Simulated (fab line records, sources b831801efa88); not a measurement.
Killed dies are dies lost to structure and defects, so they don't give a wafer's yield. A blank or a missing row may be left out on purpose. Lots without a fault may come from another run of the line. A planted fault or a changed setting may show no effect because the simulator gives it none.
Which tool did it? | flow gf180mcu | 11 lots, 33 wafers sampled, at 6 steps of a route of 602

WHAT THE GAUGES READ, wafer by wafer
GF_HV_LDD_THK_MEAS_57.
lot  | measured     | on            | HV_LDD_CVD_56_THK (nm)
L980 | day 13 22:23 | film_metro-03 | 90.9 90.0 91.3
L982 | day 14 09:55 | film_metro-01 | 90.4 89.8 91.0
L984 | day 15 04:25 | film_metro-01 | 90.2 90.4 90.3
L990 | day 17 17:09 | film_metro-02 | 97.1 97.2 97.5
L989 | day 17 19:17 | film_metro-03 | 95.4 95.4 96.1
L991 | day 18 01:21 | film_metro-02 | 90.7 91.7 91.1
L992 | day 18 09:14 | film_metro-02 | 90.2 90.6 90.5
L994 | day 19 00:01 | film_metro-01 | 92.6 92.0 92.7
L997 | day 19 14:52 | film_metro-01 | 90.3 90.4 90.4
L998 | day 20 06:53 | film_metro-01 | 90.4 91.2 90.9
L999 | day 20 12:57 | film_metro-02 | 91.2 90.6 90.6

GF_V2_THK_MEAS_03.
lot  | measured     | on            | V2_CVD_02_THK (nm)
L980 | day 20 23:28 | film_metro-02 | 840 829 850
L982 | day 21 12:37 | film_metro-02 | 844 844 854
L984 | day 22 08:16 | film_metro-03 | 826 833 835
L990 | day 24 22:19 | film_metro-03 | 850 869 863
L989 | day 24 23:27 | film_metro-01 | 850 866 845
L991 | day 25 05:49 | film_metro-02 | 821 845 838
L992 | day 25 12:22 | film_metro-03 | 853 875 859
L994 | day 26 02:12 | film_metro-01 | 837 858 865
L997 | day 26 14:59 | film_metro-01 | 843 839 859
L998 | day 27 04:44 | film_metro-02 | 873 880 863
L999 | day 27 07:27 | film_metro-02 | 842 870 855

GF_V2_BOW_MEAS_05.
lot  | measured     | on            | V2_BOW (um)
L980 | day 20 23:53 | film_metro-03 | 116 106 101
L982 | day 21 12:59 | film_metro-03 | 102 112 91
L984 | day 22 08:38 | film_metro-03 | 100 105 87
L990 | day 24 22:51 | film_metro-01 | 113 118 108
L989 | day 24 23:49 | film_metro-02 | 94 95 97
L991 | day 25 06:11 | film_metro-03 | 98 92 94
L992 | day 25 12:44 | film_metro-02 | 99 102 87
L994 | day 26 02:34 | film_metro-02 | 117 104 97
L997 | day 26 15:21 | film_metro-03 | 110 99 102
L998 | day 27 05:07 | film_metro-03 | 109 97 104
L999 | day 27 07:49 | film_metro-01 | 110 108 108

WHICH TOOL RAN EACH LOT (tool, then ch and the chambers of the sampled wafers, then the start)
lot  | GF_HV_LDD_CVD_56            | GF_HV_LDD_ETCHBACK_58              | GF_M1_METAL_ETCH_16
L980 | lpcvd-02 ch 1, day 13 20:58 | rie_diel-04 ch 1,2,3, day 13 22:27 | rie_metal-02 ch 0,1, day 18 18:18
L982 | lpcvd-01 ch 0, day 14 08:28 | rie_diel-04 ch 0,2,3, day 14 09:58 | rie_metal-01 ch 0,1, day 19 08:30
L984 | lpcvd-02 ch 0, day 15 02:59 | rie_diel-02 ch 0,2,3, day 15 04:28 | rie_metal-01 ch 0,1, day 20 04:09
L990 | lpcvd-02 ch 0, day 17 15:00 | rie_diel-04 ch 1,3, day 17 17:12   | rie_metal-02 ch 0,1, day 22 20:46
L989 | lpcvd-02 ch 0, day 17 17:08 | rie_diel-02 ch 0,2,3, day 17 19:20 | rie_metal-01 ch 0, day 22 23:09
L991 | lpcvd-01 ch 0, day 17 23:52 | rie_diel-02 ch 1,2,3, day 18 01:24 | rie_metal-02 ch 1, day 23 05:42
L992 | lpcvd-01 ch 0, day 18 07:49 | rie_diel-01 ch 2,3, day 18 09:18   | rie_metal-03 ch 0,1, day 23 13:01
L994 | lpcvd-01 ch 0, day 18 21:52 | rie_diel-02 ch 0,2, day 19 00:05   | rie_metal-02 ch 0,1, day 24 02:34
L997 | lpcvd-01 ch 0, day 19 13:25 | rie_diel-04 ch 0,1,2, day 19 14:55 | rie_metal-02 ch 0,1, day 24 15:57
L998 | lpcvd-01 ch 1, day 20 05:26 | rie_diel-04 ch 2,3, day 20 06:55   | rie_metal-02 ch 0,1, day 25 06:56
L999 | lpcvd-01 ch 0, day 20 11:31 | rie_diel-01 ch 0,2,3, day 20 13:01 | rie_metal-02 ch 0,1, day 25 10:00
- GF_HV_LDD_CVD_56: deposits Si3N4 from DCS/NH3, target thk 90 nm, time 1543 s.
- GF_HV_LDD_ETCHBACK_58: etches Si3N4 in CH3F/O2, stops on SiO2, time 100 s, target depth 90 nm.
- GF_M1_METAL_ETCH_16: etches the open film in Cl2/BCl3, stops on SiO2, target depth 750.8 nm, time 125.1 s.

WHAT THE TOOLS THEMSELVES READ (means of the sampled wafers that have a number; where no wafer has one, the mark that the record gives instead)
GF_HV_LDD_CVD_56.
lot  | tool     | spike_tc_centre_C (C) | zone_power_bottom_pct (%)
L980 | lpcvd-02 | 772.3                 | 22.9
L982 | lpcvd-01 | 770.3                 | 19.0
L984 | lpcvd-02 | 768.8                 | 19.4
L990 | lpcvd-02 | 770.1                 | 19.2
L989 | lpcvd-02 | 768.9                 | 19.4
L991 | lpcvd-01 | 770.2                 | 19.1
L992 | lpcvd-01 | 770.4                 | 19.0
L994 | lpcvd-01 | 770.8                 | 19.0
L997 | lpcvd-01 | 770.6                 | 19.0
L998 | lpcvd-01 | 769.1                 | 17.6
L999 | lpcvd-01 | 770.3                 | 19.1

GF_HV_LDD_ETCHBACK_58.
lot  | tool        | bias_w (W) | drypump_motor_current_A (A) | oes_product_au (a.u.) | throttle_valve_pct (%)
L980 | rie_diel-04 | 79.76      | 5.9                         | 0.846                 | 10.558
L982 | rie_diel-04 | 79.90      | 5.6                         | 0.853                 | 10.565
L984 | rie_diel-02 | 79.96      | 5.4                         | 0.844                 | 10.558
L990 | rie_diel-04 | 79.95      | 6.0                         | 0.878                 | 10.571
L989 | rie_diel-02 | 80.17      | 5.4                         | 0.870                 | 10.568
L991 | rie_diel-02 | 80.09      | 5.3                         | 0.850                 | 10.557
L992 | rie_diel-01 | 79.92      | 5.5                         | 0.843                 | 10.569
L994 | rie_diel-02 | 79.98      | 5.7                         | 0.857                 | 10.562
L997 | rie_diel-04 | 79.98      | 5.9                         | 0.844                 | 10.560
L998 | rie_diel-04 | 79.88      | 5.8                         | 0.849                 | 10.564
L999 | rie_diel-01 | 79.99      | 5.6                         | 0.848                 | 10.574

GF_M1_METAL_ETCH_16.
lot  | tool         | bcl3_flow_sccm (sccm) | bias_w (W) | drypump_motor_current_A (A) | oes_product_au (a.u.) | throttle_valve_pct (%)
L980 | rie_metal-02 | 40.03                 | 140.0      | 4.9                         | 0.995                 | 28.232
L982 | rie_metal-01 | 40.04                 | 139.8      | 5.6                         | 0.977                 | 28.250
L984 | rie_metal-01 | 40.10                 | 139.8      | 5.7                         | 0.983                 | 28.241
L990 | rie_metal-02 | 40.14                 | 140.5      | 4.9                         | 0.996                 | 28.235
L989 | rie_metal-01 | 40.05                 | 139.6      | 5.6                         | 0.980                 | 28.248
L991 | rie_metal-02 | 40.12                 | 140.1      | 5.1                         | 0.999                 | 28.218
L992 | rie_metal-03 | 40.00                 | 140.2      | 5.2                         | 0.993                 | 28.213
L994 | rie_metal-02 | 39.95                 | 139.9      | 4.9                         | 0.995                 | 28.223
L997 | rie_metal-02 | 40.03                 | 139.7      | 4.9                         | 0.988                 | 28.235
L998 | rie_metal-02 | 39.99                 | 139.5      | 4.9                         | 0.991                 | 28.231
L999 | rie_metal-02 | 40.02                 | 139.9      | 5.0                         | 0.994                 | 28.232

THE ANSWER, worked out from the rows above alone
Rule: what is usual is taken from the lots themselves. Put in order of their means at a reading, lots are off if they are a third of the lots or fewer, leave a main group of 4 or more, and stand apart from it by a gap of 3 or more times the standard deviation of the main group's means; of several such gaps the widest counts. A main group whose means are all the same, to the digits that the tables above print for the reading, isn't used. A lot without any number at a reading at which 4 lots or more have one is off too. The other lots that the step has rows for count as sound. The gauges are gone through in route order, then the tools' own readings, and for those a lot's mean is taken as printed above. The first step at which some lot is off is used, and at that step the reading that is off furthest; a lot without a number counts as furthest.
Off: L990, L989, at GF_HV_LDD_THK_MEAS_57 (HV_LDD_CVD_56_THK). The main group: mean 90.8 nm, standard deviation 0.63.
A tool fits if, at a process step before that reading, it ran every lot that is off, and no sound lot after the first of them. The gauges at GF_HV_LDD_THK_MEAS_57 are tried like those tools. One fits: lpcvd-02 at GF_HV_LDD_CVD_56. Its last sound lot is L984 (day 15 02:59), its first lot that is off L990 (day 17 15:00): a fault that began between those two fits.

WHAT THE SIMULATOR HAD PUT IN
Process parameter drift: lpcvd-02, from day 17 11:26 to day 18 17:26, at GF_HV_LDD_CVD_56. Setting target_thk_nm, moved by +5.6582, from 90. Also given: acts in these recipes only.
Lots struck among those shown: L990, L989. The rule above found the same.
